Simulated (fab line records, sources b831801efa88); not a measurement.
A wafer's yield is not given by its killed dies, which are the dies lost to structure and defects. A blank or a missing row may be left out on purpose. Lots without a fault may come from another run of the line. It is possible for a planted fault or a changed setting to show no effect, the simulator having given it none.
fab line records	flow sky130	part 1 of 2: steps 1 to 37 of 45
record lots=5	wafers=15	last_day=50
route steps=708 shown VT_ADJUST_PCH@143 SONOS_TUNNEL@154 SONOS_ONO@168 GATE_OXIDE@187
lots with no fault: from the same line, run without faults
start_h: start of the lot's first displayed wafer, in hours after the record's first day	wait_h: hours elapsed since this lot's preceding step	" unchanged from the row above	L1.1+2: a row that stands for several wafers	- no value, or no start given	* or withheld: withheld	< > ~ a bound
route shown NAME@n: names a module that has steps shown in the file, with the first one's number in the route	usual: the fault-free wafers' mean and standard deviation	same: alike in all rows	chamber/n: place in a boat	sites: per-site readings	_std_site: how widely they spread, as a standard deviation	_edge_site: mean of outer sites minus mean of inner sites	radius_mm: how far each site lies from the wafer's centre	mask NAME#n: copy n	behind: the tool/chamber that last shaped the wafer	hold: what put the lot on hold/how long, in hours/how the hold closed	device: whichever transistor did not switch (one of n, p or np)	end of line: the tests these same wafers got at the end of their route	step lacking rows: just its recipe	killed: count of dies lost to structure and defects at first sort (not the wafer's yield)	map: dies across one wafer; x = killed, . = not, _ = none there
set.NAME: setting as actually run; set.NAME@STEP: the setting as run at that earlier step	model.NAME: the simulator's own value behind a step, which no gauge read
lots at some steps of the route; a table a step, a row a wafer
services: the hour from which a tool's chamber was out of use, counted from the record's first day as start_h (under 0 if before that day), plus the number of hours and why
## steps
# step SKY_VT_ADJUST_PCH_DEHYDRATE_00
# recipe temp_c=200	time_s=60
lot.wafer	tool	chamber	start_h	wait_h
L076.1+5+6	litho_track-03	0	233.22	10.6
L084.3+4+5	litho_track-03	0	297.67	11.4
L089.3+4+6	litho_track-01	0	327.12	13.0
L090.3+4+6	litho_track-02	0	331.48	12.9
L095.1+2+4	litho_track-02	0	368.93	12.4
# step SKY_VT_ADJUST_PCH_HMDS_01
# recipe prime_time_s=60	prime_temp_c=120
lot.wafer	tool	chamber	start_h	wait_h
L076.1+5+6	litho_track-03	0	233.37	0.1
L084.3+4+5	litho_track-03	0	297.82	0.1
L089.3+4+6	litho_track-01	0	327.27	0.1
L090.3+4+6	litho_track-02	0	331.63	0.1
L095.1+2+4	litho_track-02	0	369.08	0.1
# step SKY_VT_ADJUST_PCH_COAT_02
# recipe spin_rpm=2000	resist_thk_nm=3000
lot.wafer	tool	chamber	start_h	wait_h
L076.1+5+6	litho_track-03	0	233.52	0.1
L084.3+4+5	litho_track-03	0	297.97	0.1
L089.3+4+6	litho_track-01	0	327.42	0.1
L090.3+4+6	litho_track-02	0	331.78	0.1
L095.1+2+4	litho_track-02	0	369.23	0.1
# step SKY_VT_ADJUST_PCH_SOFTBAKE_03
# recipe temp_c=110	time_s=withheld
lot.wafer	tool	chamber	start_h	wait_h
L076.1+5+6	litho_track-03	0	233.67	0.1
L084.3+4+5	litho_track-03	0	298.14	0.1
L089.3+4+6	litho_track-01	0	327.59	0.1
L090.3+4+6	litho_track-02	0	331.95	0.1
L095.1+2+4	litho_track-02	0	369.38	0.1
# step SKY_VT_ADJUST_PCH_EXPOSE_04
# recipe mask_id=NWM	na=0.6	source_shape=conventional	sigma_outer=0.6	polarization=unpolarized	target_cd_nm=840	dose_mj=255
lot.wafer	tool	chamber	start_h	wait_h	mask
L076.1+5+6	iline_stepper-01	0	-	-	NWM#0
L084.3+4+5	iline_stepper-02	0	-	-	NWM#0
L089.3+4+6	iline_stepper-01	0	-	-	NWM#0
L090.3+4+6	iline_stepper-01	0	-	-	NWM#0
L095.1+2+4	iline_stepper-01	0	-	-	NWM#0
# step SKY_VT_ADJUST_PCH_PEB_05
# recipe temp_c=115	time_s=withheld
lot.wafer	tool	chamber	start_h	wait_h
L076.1+5+6	litho_track-02	0	-	-
L084.3+4+5	litho_track-02	0	-	-
L089.3+4+6	litho_track-02	0	-	-
L090.3+4+6	litho_track-01	0	-	-
L095.1+2+4	litho_track-02	0	-	-
# step SKY_VT_ADJUST_PCH_DEVELOP_06
# recipe wall_angle_deg=90	developer=TMAH	develop_time_s=60	dev_temp_c=23
# usual developer_temp_C=22.98/0.1
lot.wafer	tool	chamber	start_h	wait_h	developer_temp_C
L076.1	litho_track-02	0	-	-	23.00
L076.5	"	0	"	"	23.17
L076.6	"	0	"	"	22.99
L084.3	litho_track-02	0	-	-	23.00
L084.4	"	0	"	"	22.99
L084.5	"	0	"	"	22.89
L089.3	litho_track-02	0	-	-	22.98
L089.4	"	0	"	"	22.93
L089.6	"	0	"	"	23.00
L090.3	litho_track-01	0	-	-	22.92
L090.4	"	0	"	"	23.05
L090.6	"	0	"	"	22.80
L095.1	litho_track-02	0	-	-	23.12
L095.2	"	0	"	"	23.06
L095.4	"	0	"	"	22.83
# step SKY_VT_ADJUST_PCH_OVL_MEAS_07
# usual VT_ADJUST_PCH_OVL=0.8/1.5
lot.wafer	tool	chamber	start_h	wait_h	VT_ADJUST_PCH_OVL[nm]
L076.1	overlay-02	-	244.48	-	-0.5
L076.5	"	-	"	"	1.4
L076.6	"	-	"	"	-0.1
L084.3	overlay-01	-	310.74	-	0.3
L084.4	"	-	"	"	1.4
L084.5	"	-	"	"	0.2
L089.3	overlay-01	-	340.59	-	0.1
L089.4	"	-	"	"	2.4
L089.6	"	-	"	"	2.0
L090.3	overlay-02	-	344.59	-	3.3
L090.4	"	-	"	"	3.6
L090.6	"	-	"	"	1.8
L095.1	overlay-01	-	382.63	-	0.4
L095.2	"	-	"	"	0.2
L095.4	"	-	"	"	0.1
# step SKY_VT_ADJUST_PCH_IMPLANT_08
# recipe species=B	energy_kev=10	dose_cm2=5e+11	tilt_deg=withheld
# same implant_ion_amu=11
lot.wafer	tool	chamber	start_h	wait_h
L076.1+5+6	implanter-02	0	244.52	0.0
L084.3+4+5	implanter-04	0	310.82	0.1
L089.3+4+6	implanter-03	0	340.67	0.1
L090.3+4+6	implanter-04	0	344.66	0.1
L095.1+2+4	implanter-04	0	382.67	0.0
# step SKY_VT_ADJUST_PCH_STRIP_09
# recipe chemistry=O2/N2	power_w=1400	pressure_mtorr=1500	platen_temp_c=withheld	o2_flow_sccm=3000	n2_flow_sccm=300	overash_fraction=0.5
# usual drypump_motor_current_A=5.7/0.37	oes_product_au=0.722/0.0043	strip_time_to_endpoint_s=36.89/0.1
lot.wafer	tool	chamber	start_h	wait_h	drypump_motor_current_A	oes_product_au	rf_hours_counter_h	strip_time_to_endpoint_s
L076.1	plasma_asher-02	0	244.67	0.1	5.3	0.723	44	36.79
L076.5	"	1	"	"	6.2	0.726	-	36.85
L076.6	"	0	"	"	5.3	0.722	-	36.83
L084.3	plasma_asher-04	1	310.95	0.1	6.0	0.730	-	36.76
L084.4	"	0	"	"	5.6	0.719	-	36.90
L084.5	"	1	"	"	6.0	0.715	-	36.85
L089.3	plasma_asher-03	0	340.80	0.1	6.0	0.724	-	36.88
L089.4	"	1	"	"	5.3	0.725	-	36.90
L089.6	"	1	"	"	5.2	0.724	-	36.88
L090.3	plasma_asher-02	0	344.79	0.1	5.3	0.728	-	36.85
L090.4	"	1	"	"	6.2	0.721	-	36.97
L090.6	"	1	"	"	6.2	0.717	-	36.94
L095.1	plasma_asher-02	1	382.82	0.1	6.2	0.722	57	36.81
L095.2	"	0	"	"	5.3	0.720	57	36.80
L095.4	"	0	"	"	5.3	0.727	-	36.87
# step SKY_VT_ADJUST_PCH_TW_MEAS_10
# usual VT_ADJUST_PCH_TW=141.6/0.93
lot.wafer	tool	chamber	start_h	wait_h	VT_ADJUST_PCH_TW
L076.1	film_metro-04	-	244.77	0.1	140.6
L076.5	"	-	"	"	141.6
L076.6	"	-	"	"	141.2
L084.3	film_metro-03	-	311.04	0.1	141.6
L084.4	"	-	"	"	143.0
L084.5	"	-	"	"	143.1
L089.3	film_metro-01	-	340.89	0.1	142.7
L089.4	"	-	"	"	142.3
L089.6	"	-	"	"	142.1
L090.3	film_metro-04	-	344.88	0.1	141.5
L090.4	"	-	"	"	140.7
L090.6	"	-	"	"	141.5
L095.1	film_metro-03	-	382.92	0.1	141.9
L095.2	"	-	"	"	141.3
L095.4	"	-	"	"	141.7
# step SKY_SONOS_TUNNEL_DEHYDRATE_00
# recipe temp_c=200	time_s=60
lot.wafer	tool	chamber	start_h	wait_h
L076.1+5+6	litho_track-04	0	255.76	11.0
L084.3+4+5	litho_track-02	0	322.83	11.8
L089.3+4+6	litho_track-03	0	353.67	12.8
L090.3+4+6	litho_track-02	0	357.48	12.6
L095.1+2+4	litho_track-02	0	396.08	13.2
# step SKY_SONOS_TUNNEL_HMDS_01
# recipe prime_time_s=60	prime_temp_c=120
lot.wafer	tool	chamber	start_h	wait_h
L076.1+5+6	litho_track-04	0	255.91	0.1
L084.3+4+5	litho_track-02	0	322.98	0.1
L089.3+4+6	litho_track-03	0	353.82	0.1
L090.3+4+6	litho_track-02	0	357.63	0.1
L095.1+2+4	litho_track-02	0	396.23	0.1
# step SKY_SONOS_TUNNEL_COAT_02
# recipe resist=NOVOLAK	spin_rpm=3000	resist_thk_nm=1140
lot.wafer	tool	chamber	start_h	wait_h
L076.1+5+6	litho_track-04	0	256.06	0.1
L084.3+4+5	litho_track-02	0	323.13	0.1
L089.3+4+6	litho_track-03	0	353.97	0.1
L090.3+4+6	litho_track-02	0	357.78	0.1
L095.1+2+4	litho_track-02	0	396.38	0.1
# step SKY_SONOS_TUNNEL_SOFTBAKE_03
# recipe temp_c=90	time_s=60	resist=NOVOLAK
lot.wafer	tool	chamber	start_h	wait_h
L076.1+5+6	litho_track-04	0	256.21	0.1
L084.3+4+5	litho_track-02	0	323.28	0.1
L089.3+4+6	litho_track-03	0	354.12	0.1
L090.3+4+6	litho_track-02	0	357.93	0.1
L095.1+2+4	litho_track-02	0	396.53	0.1
# step SKY_SONOS_TUNNEL_EXPOSE_04
# recipe mask_id=TUNM	na=0.6	source_shape=conventional	sigma_outer=0.6	polarization=unpolarized	target_cd_nm=410	dose_mj=136
lot.wafer	tool	chamber	start_h	wait_h	mask
L076.1+5+6	iline_stepper-02	0	-	-	TUNM#0
L084.3+4+5	iline_stepper-02	0	-	-	TUNM#0
L089.3+4+6	iline_stepper-01	0	-	-	TUNM#0
L090.3+4+6	iline_stepper-01	0	-	-	TUNM#0
L095.1+2+4	iline_stepper-01	0	-	-	TUNM#0
# step SKY_SONOS_TUNNEL_PEB_05
# recipe temp_c=withheld	time_s=*	resist=NOVOLAK
lot.wafer	tool	chamber	start_h	wait_h
L076.1+5+6	litho_track-04	0	-	-
L084.3+4+5	litho_track-02	0	-	-
L089.3+4+6	litho_track-02	0	-	-
L090.3+4+6	litho_track-04	0	-	-
L095.1+2+4	litho_track-04	0	-	-
# step SKY_SONOS_TUNNEL_DEVELOP_06
# recipe resist=NOVOLAK	developer=TMAH	develop_time_s=57.16	dev_temp_c=23
# usual developer_temp_C=23.02/0.11
lot.wafer	tool	chamber	start_h	wait_h	developer_temp_C
L076.1	litho_track-04	0	268.36	0.1	22.91
L076.5	"	0	"	"	22.95
L076.6	"	0	"	"	22.96
L084.3	litho_track-02	0	335.98	0.1	23.25
L084.4	"	0	"	"	23.12
L084.5	"	0	"	"	23.04
L089.3	litho_track-02	0	367.88	0.1	23.11
L089.4	"	0	"	"	23.09
L089.6	"	0	"	"	22.97
L090.3	litho_track-04	0	370.66	0.1	23.18
L090.4	"	0	"	"	23.28
L090.6	"	0	"	"	23.18
L095.1	litho_track-04	0	410.81	0.1	23.15
L095.2	"	0	"	"	23.23
L095.4	"	0	"	"	23.07
# step SKY_SONOS_TUNNEL_CD_MEAS_07
# recipe target_cd_nm=410
# usual cd_nm=409.5/2.2
lot.wafer	tool	chamber	start_h	wait_h	cd_nm
L076.1	cd_sem-01	-	268.51	0.1	410.1
L076.5	"	-	"	"	411.6
L076.6	"	-	"	"	411.8
L084.3	cd_sem-01	-	336.12	0.1	407.3
L084.4	"	-	"	"	409.9
L084.5	"	-	"	"	409.5
L089.3	cd_sem-01	-	368.02	0.1	408.7
L089.4	"	-	"	"	408.1
L089.6	"	-	"	"	408.1
L090.3	cd_sem-01	-	370.80	0.1	406.9
L090.4	"	-	"	"	406.4
L090.6	"	-	"	"	405.9
L095.1	cd_sem-01	-	410.96	0.1	409.6
L095.2	"	-	"	"	410.4
L095.4	"	-	"	"	407.9
# step SKY_SONOS_TUNNEL_OVL_MEAS_08
# usual SONOS_TUNNEL_OVL=0.3/1.3
lot.wafer	tool	chamber	start_h	wait_h	SONOS_TUNNEL_OVL[nm]
L076.1	overlay-01	-	268.63	0.1	1.1
L076.5	"	-	"	"	-0.4
L076.6	"	-	"	"	-1.5
L084.3	overlay-02	-	336.21	0.1	1.8
L084.4	"	-	"	"	1.1
L084.5	"	-	"	"	1.7
L089.3	overlay-02	-	368.11	0.1	0.7
L089.4	"	-	"	"	-0.3
L089.6	"	-	"	"	0.8
L090.3	overlay-02	-	370.89	0.1	0.5
L090.4	"	-	"	"	1.4
L090.6	"	-	"	"	1.5
L095.1	overlay-02	-	411.08	0.1	-1.0
L095.2	"	-	"	"	-0.3
L095.4	"	-	"	"	2.8
# step SKY_SONOS_TUNNEL_IMPLANT_09
# recipe species=B	energy_kev=20	dose_cm2=1e+12	tilt_deg=withheld
# same implant_ion_amu=11
lot.wafer	tool	chamber	start_h	wait_h
L076.1+5+6	implanter-01	0	268.67	0.0
L084.3+4+5	implanter-02	0	336.29	0.1
L089.3+4+6	implanter-02	0	368.19	0.1
L090.3+4+6	implanter-02	0	370.97	0.1
L095.1+2+4	implanter-01	0	411.12	0.0
# step SKY_SONOS_TUNNEL_WET_ETCH_10
# recipe chemistry=dHF	target_depth_nm=14	target=SiO2	dilution=100:1	temp_c=25	time_s=280
# usual bath_heat_duty_pct=6.6/0.61
lot.wafer	tool	chamber	start_h	wait_h	bath_heat_duty_pct
L076.1	wet_bench-03	3	268.82	0.1	6.8
L076.5	"	3	"	"	6.8
L076.6	"	3	"	"	5.9
L084.3	wet_bench-04	1	336.39	0.1	5.9
L084.4	"	1	"	"	6.9
L084.5	"	1	"	"	6.2
L089.3	wet_bench-04	3	368.29	0.1	6.0
L089.4	"	3	"	"	5.7
L089.6	"	3	"	"	6.2
L090.3	wet_bench-04	2	371.07	0.1	7.0
L090.4	"	2	"	"	8.1
L090.6	"	2	"	"	7.3
L095.1	wet_bench-03	2	411.27	0.1	6.9
L095.2	"	2	"	"	7.3
L095.4	"	2	"	"	6.9
# step SKY_SONOS_TUNNEL_STRIP_11
# recipe chemistry=SPM	time_s=600	temp_c=130
# usual bath_heat_duty_pct=15.0/1.2
lot.wafer	tool	chamber	start_h	wait_h	bath_heat_duty_pct
L076.1	wet_bench-04	0	268.91	0.0	16.1
L076.5	"	0	"	"	16.0
L076.6	"	0	"	"	17.3
L084.3	wet_bench-03	2	336.47	0.0	16.5
L084.4	"	2	"	"	17.3
L084.5	"	2	"	"	16.4
L089.3	wet_bench-01	1	368.37	0.0	15.3
L089.4	"	1	"	"	15.0
L089.6	"	1	"	"	14.6
L090.3	wet_bench-01	0	371.15	0.0	14.8
L090.4	"	0	"	"	15.1
L090.6	"	0	"	"	15.9
L095.1	wet_bench-04	3	411.35	0.0	15.1
L095.2	"	3	"	"	13.5
L095.4	"	3	"	"	14.6
# step SKY_SONOS_TUNNEL_TW_MEAS_12
# usual SONOS_TUNNEL_TW=195.3/1
lot.wafer	tool	chamber	start_h	wait_h	SONOS_TUNNEL_TW
L076.1	film_metro-02	-	269.08	0.0	194.9
L076.5	"	-	"	"	196.2
L076.6	"	-	"	"	196.2
L084.3	film_metro-02	-	336.67	0.0	195.8
L084.4	"	-	"	"	192.6
L084.5	"	-	"	"	194.4
L089.3	film_metro-03	-	368.58	0.0	195.9
L089.4	"	-	"	"	195.2
L089.6	"	-	"	"	195.6
L090.3	film_metro-03	-	371.39	0.0	197.0
L090.4	"	-	"	"	196.6
L090.6	"	-	"	"	195.1
L095.1	film_metro-02	-	411.53	0.0	196.3
L095.2	"	-	"	"	195.4
L095.4	"	-	"	"	196.6
# step SKY_SONOS_TUNNEL_CLEAN_13
# recipe chemistry=dHF	time_s=20	dilution=100:1	dry=ipa_marangoni
lot.wafer	tool	chamber	start_h	wait_h
L076.1+5+6	wet_bench-01	2	269.14	0.1
L084.3+4+5	wet_bench-04	3	336.71	0.0
L089.3+4+6	wet_bench-03	3	368.62	0.0
L090.3+4+6	wet_bench-03	1	371.43	0.0
L095.1+2+4	wet_bench-01	3	411.59	0.1
# step SKY_SONOS_ONO_OXIDATION_00
# recipe temp_c=800	ambient=O2	idle_temp_c=700	ramp_up_c_per_min=10	ramp_down_c_per_min=3	stabilise_s=600	purge_s=300	target_thk_a=26	ox_time_s=1249
lot.wafer	tool	chamber	start_h	wait_h
L076.1+5+6	furnace-01	0	272.57	3.4
L084.3+4+5	furnace-01	0	342.29	5.6
L089.3+4+6	furnace-02	0	373.12	4.5
L090.3+4+6	furnace-02	0	373.12	1.7
L095.1+2+4	furnace-01	0	417.11	5.5
# step SKY_SONOS_ONO_THK_MEAS_01
# recipe reads=SiO2_of_SONOS_ONO_OXIDATION_00
# usual SONOS_ONO_OXIDATION_THK=2.58/0.059
lot.wafer	tool	chamber	start_h	wait_h	SONOS_ONO_OXIDATION_THK[nm]
L076.1	film_metro-03	-	273.92	0.0	2.51
L076.5	"	-	"	"	2.58
L076.6	"	-	"	"	2.59
L084.3	film_metro-02	-	343.66	0.0	2.52
L084.4	"	-	"	"	2.52
L084.5	"	-	"	"	2.58
L089.3	film_metro-01	-	374.49	0.0	2.63
L089.4	"	-	"	"	2.53
L089.6	"	-	"	"	2.53
L090.3	film_metro-03	-	374.55	0.1	2.55
L090.4	"	-	"	"	2.60
L090.6	"	-	"	"	2.63
L095.1	film_metro-03	-	418.46	0.0	2.63
L095.2	"	-	"	"	2.60
L095.4	"	-	"	"	2.56
# step SKY_SONOS_ONO_CVD_02
# recipe material=Si3N4	precursor=DCS/NH3	target_thk_nm=10.5	temp_c=770	time_s=180	pressure_mtorr=250
lot.wafer	tool	chamber	start_h	wait_h
L076.1+5+6	lpcvd-02	1	273.98	0.1
L084.3+4+5	lpcvd-02	1	343.70	0.0
L089.3+4+6	lpcvd-02	0	374.94	0.4
L090.3+4+6	lpcvd-02	0	374.94	0.4
L095.1+2+4	lpcvd-02	1	422.02	3.6
# step SKY_SONOS_ONO_THK_MEAS_03
# recipe reads=Si3N4_of_SONOS_ONO_CVD_02
# usual SONOS_ONO_CVD_02_THK=10.45/0.13
lot.wafer	tool	chamber	start_h	wait_h	SONOS_ONO_CVD_02_THK[nm]
L076.1	film_metro-01	-	275.03	0.0	10.40
L076.5	"	-	"	"	10.41
L076.6	"	-	"	"	10.35
L084.3	film_metro-01	-	344.77	0.0	10.50
L084.4	"	-	"	"	10.32
L084.5	"	-	"	"	10.38
L089.3	film_metro-02	-	376.01	0.0	10.54
L089.4	"	-	"	"	10.64
L089.6	"	-	"	"	10.61
L090.3	film_metro-03	-	376.01	0.0	10.66
L090.4	"	-	"	"	10.47
L090.6	"	-	"	"	10.50
L095.1	film_metro-03	-	423.60	0.0	10.51
L095.2	"	-	"	"	10.40
L095.4	"	-	"	"	10.46
# step SKY_SONOS_ONO_CVD_04
# recipe material=SiO2	precursor=SiH4/N2O	target_thk_nm=5.7199	temp_c=900	pressure_mtorr=400
lot.wafer	tool	chamber	start_h	wait_h
L076.1+5+6	lpcvd-03	0	275.09	0.1
L084.3+4+5	lpcvd-03	1	344.81	0.0
L089.3+4+6	lpcvd-03	0	376.05	0.0
L090.3+4+6	lpcvd-03	0	377.30	1.3
L095.1+2+4	lpcvd-03	0	423.66	0.1
# step SKY_SONOS_ONO_THK_MEAS_05
# recipe reads=SiO2_of_SONOS_ONO_CVD_04
# usual SONOS_ONO_CVD_04_THK=5.72/0.1
lot.wafer	tool	chamber	start_h	wait_h	SONOS_ONO_CVD_04_THK[nm]
L076.1	film_metro-02	-	276.34	0.0	5.87
L076.5	"	-	"	"	5.84
L076.6	"	-	"	"	5.81
L084.3	film_metro-03	-	346.08	0.0	5.42
L084.4	"	-	"	"	5.62
L084.5	"	-	"	"	5.62
L089.3	film_metro-02	-	377.32	0.0	5.70
L089.4	"	-	"	"	5.73
L089.6	"	-	"	"	5.72
L090.3	film_metro-01	-	378.57	0.0	5.66
L090.4	"	-	"	"	5.74
L090.6	"	-	"	"	5.73
L095.1	film_metro-03	-	424.91	0.0	5.99
L095.2	"	-	"	"	5.86
L095.4	"	-	"	"	5.92
# step SKY_SONOS_ONO_DEHYDRATE_06
# recipe temp_c=200	time_s=60
lot.wafer	tool	chamber	start_h	wait_h
L076.1+5+6	litho_track-01	0	287.17	10.8
L084.3+4+5	litho_track-02	0	358.68	12.6
L089.3+4+6	litho_track-01	0	390.52	13.2
L090.3+4+6	litho_track-04	0	392.56	14.0
L095.1+2+4	litho_track-01	0	439.27	14.4
# step SKY_SONOS_ONO_HMDS_07
# recipe prime_time_s=60	prime_temp_c=120
lot.wafer	tool	chamber	start_h	wait_h
L076.1+5+6	litho_track-01	0	287.32	0.1
L084.3+4+5	litho_track-02	0	358.83	0.1
L089.3+4+6	litho_track-01	0	390.67	0.1
L090.3+4+6	litho_track-04	0	392.71	0.1
L095.1+2+4	litho_track-01	0	439.42	0.1
# step SKY_SONOS_ONO_COAT_08
# recipe resist=NOVOLAK	spin_rpm=3000	resist_thk_nm=1140
lot.wafer	tool	chamber	start_h	wait_h
L076.1+5+6	litho_track-01	0	287.47	0.1
L084.3+4+5	litho_track-02	0	358.98	0.1
L089.3+4+6	litho_track-01	0	390.82	0.1
L090.3+4+6	litho_track-04	0	392.86	0.1
L095.1+2+4	litho_track-01	0	439.57	0.1
# step SKY_SONOS_ONO_SOFTBAKE_09
# recipe temp_c=90	time_s=60	resist=NOVOLAK
lot.wafer	tool	chamber	start_h	wait_h
L076.1+5+6	litho_track-01	0	287.62	0.1
L084.3+4+5	litho_track-02	0	359.13	0.1
L089.3+4+6	litho_track-01	0	390.97	0.1
L090.3+4+6	litho_track-04	0	393.01	0.1
L095.1+2+4	litho_track-01	0	439.72	0.1
# step SKY_SONOS_ONO_EXPOSE_10
# recipe mask_id=ONOM	target_cd_nm=410	na=0.6	source_shape=conventional	sigma_outer=0.6	dose_mj=150
lot.wafer	tool	chamber	start_h	wait_h	mask
L076.1+5+6	iline_stepper-01	0	-	-	ONOM#0
L084.3+4+5	iline_stepper-01	0	-	-	ONOM#0
L089.3+4+6	iline_stepper-02	0	-	-	ONOM#0
L090.3+4+6	iline_stepper-01	0	-	-	ONOM#0
L095.1+2+4	iline_stepper-01	0	-	-	ONOM#0
# step SKY_SONOS_ONO_PEB_11
# recipe temp_c=withheld	time_s=*	resist=NOVOLAK
lot.wafer	tool	chamber	start_h	wait_h
L076.1+5+6	litho_track-02	0	-	-
L084.3+4+5	litho_track-02	0	-	-
L089.3+4+6	litho_track-01	0	-	-
L090.3+4+6	litho_track-01	0	-	-
L095.1+2+4	litho_track-04	0	-	-
